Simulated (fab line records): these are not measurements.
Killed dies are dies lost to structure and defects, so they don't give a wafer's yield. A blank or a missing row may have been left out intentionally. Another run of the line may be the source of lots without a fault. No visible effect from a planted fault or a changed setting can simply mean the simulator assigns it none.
Split-lot trial + flow gf180mcu + 23 wafers read across 5 lots, on a route 602 steps long

ABOUT THE SPLIT
At GF_TOP_METAL_SPUTTER_00 (material Ti, target thk 37.5 nm, time 150 s), the setting time-s was moved away from the recipe's 150 s on 4 of the 23 wafers read, by -11.2% to -7.8%. This setting was run at the recipe's value on the other wafers.

The reading comes from the split's own step.

THE READING
Ti_of_TOP_METAL_SPUTTER_00.thk-nm (the simulator's own value, which no gauge read), in nm, at GF_TOP_METAL_SPUTTER_00 (material Ti, target thk 37.5 nm, time 150 s). No usual value for it is given in the file. Across the 19 wafers here that went through the recipe, the average is 37.81 nm and the standard deviation 0.45 nm.

| wafer  | tool, chamber at the split | time-s as run, s | against the recipe | Ti_of_TOP_METAL_SPUTTER_00.thk-nm, nm | against lot-mates on the recipe |
|--------|----------------------------|------------------|--------------------|---------------------------------------|---------------------------------|
| L076.1 | pvd-sputter-03, -          | 150              | recipe             | 37.51                                 | -                               |
| L076.4 | pvd-sputter-03, -          | 150              | recipe             | 37.8                                  | -                               |
| L076.5 | pvd-sputter-03, -          | 150              | recipe             | 37.73                                 | -                               |
| L077.1 | pvd-sputter-04, -          | 138.3            | -7.8%              | 34.45                                 | -2.85                           |
| L077.2 | pvd-sputter-04, -          | 150              | recipe             | 37.23                                 | -                               |
| L077.3 | pvd-sputter-04, -          | 150              | recipe             | 37.18                                 | -                               |
| L077.5 | pvd-sputter-04, -          | 150              | recipe             | 37.5                                  | -                               |
| L077.6 | pvd-sputter-04, -          | 138.3            | -7.8%              | 33.94                                 | -3.36                           |
| L081.1 | pvd-sputter-03, -          | 150              | recipe             | 38.65                                 | -                               |
| L081.2 | pvd-sputter-03, -          | 150              | recipe             | 38.21                                 | -                               |
| L081.4 | pvd-sputter-03, -          | 150              | recipe             | 38.63                                 | -                               |
| L081.5 | pvd-sputter-03, -          | 150              | recipe             | 38.16                                 | -                               |
| L081.6 | pvd-sputter-03, -          | 150              | recipe             | 37.73                                 | -                               |
| L082.1 | pvd-sputter-02, -          | 133.2            | -11.2%             | 33.72                                 | -4.49                           |
| L082.2 | pvd-sputter-02, -          | 150              | recipe             | 38.34                                 | -                               |
| L082.3 | pvd-sputter-02, -          | 133.2            | -11.2%             | 34.24                                 | -3.97                           |
| L082.4 | pvd-sputter-02, -          | 150              | recipe             | 37.97                                 | -                               |
| L082.5 | pvd-sputter-02, -          | 150              | recipe             | 38.32                                 | -                               |
| L083.1 | pvd-sputter-04, -          | 150              | recipe             | 37.48                                 | -                               |
| L083.2 | pvd-sputter-04, -          | 150              | recipe             | 37.26                                 | -                               |
| L083.3 | pvd-sputter-04, -          | 150              | recipe             | 37.89                                 | -                               |
| L083.4 | pvd-sputter-04, -          | 150              | recipe             | 37.41                                 | -                               |
| L083.6 | pvd-sputter-04, -          | 150              | recipe             | 37.38                                 | -                               |

THE FIT
A straight line over all 23 wafers: Ti_of_TOP_METAL_SPUTTER_00.thk-nm changes by +0.38 nm for each +1% of time-s; r = +0.94; the points scatter about the line by 0.51 nm.
The same after taking each lot's own level away (the mean of its wafers on the recipe; 23 wafers): +0.384 nm for each +1%; r = +0.99; scatter 0.25 nm.
According to that fit, moving time-s by its largest amount changes the reading by 4.3 nm.
The span of the lots' own levels, 37.303 to 38.276 nm, comes to 2.1 times the standard deviation stated above.
Consequently the slope shifts little with the lot-to-lot level, the two slopes agreeing.
Check: for one of the wafers moved furthest among these (-11.2%), held out of the fit, the line's prediction against its lot-mates is -4.21 nm. Against them it came out at -4.49 nm.

THESE WAFERS: OTHER SPLITS
Before the reading, these wafers also passed through other splits. Each is held against what the fit with the lots' levels taken away leaves over:
| other split on the same wafers  | wafers away from the commonest value | r with Ti_of_TOP_METAL_SPUTTER_00.thk-nm (lot level and that fit taken away) |
|---------------------------------|--------------------------------------|------------------------------------------------------------------------------|
| GF_V5_CMP_04 leave-above-ref-nm | 11                                   | -0.32                                                                        |
| GF_V5_SOFTBAKE_10 time-s        | 11                                   | +0.16                                                                        |
| GF_V5_SPUTTER_22 power-w        | 9                                    | -0.15                                                                        |

THE FILE'S OWN FIT
Ti_of_TOP_METAL_SPUTTER_00.thk-nm changes by +0.384 nm for each +1% of time-s, r = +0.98.
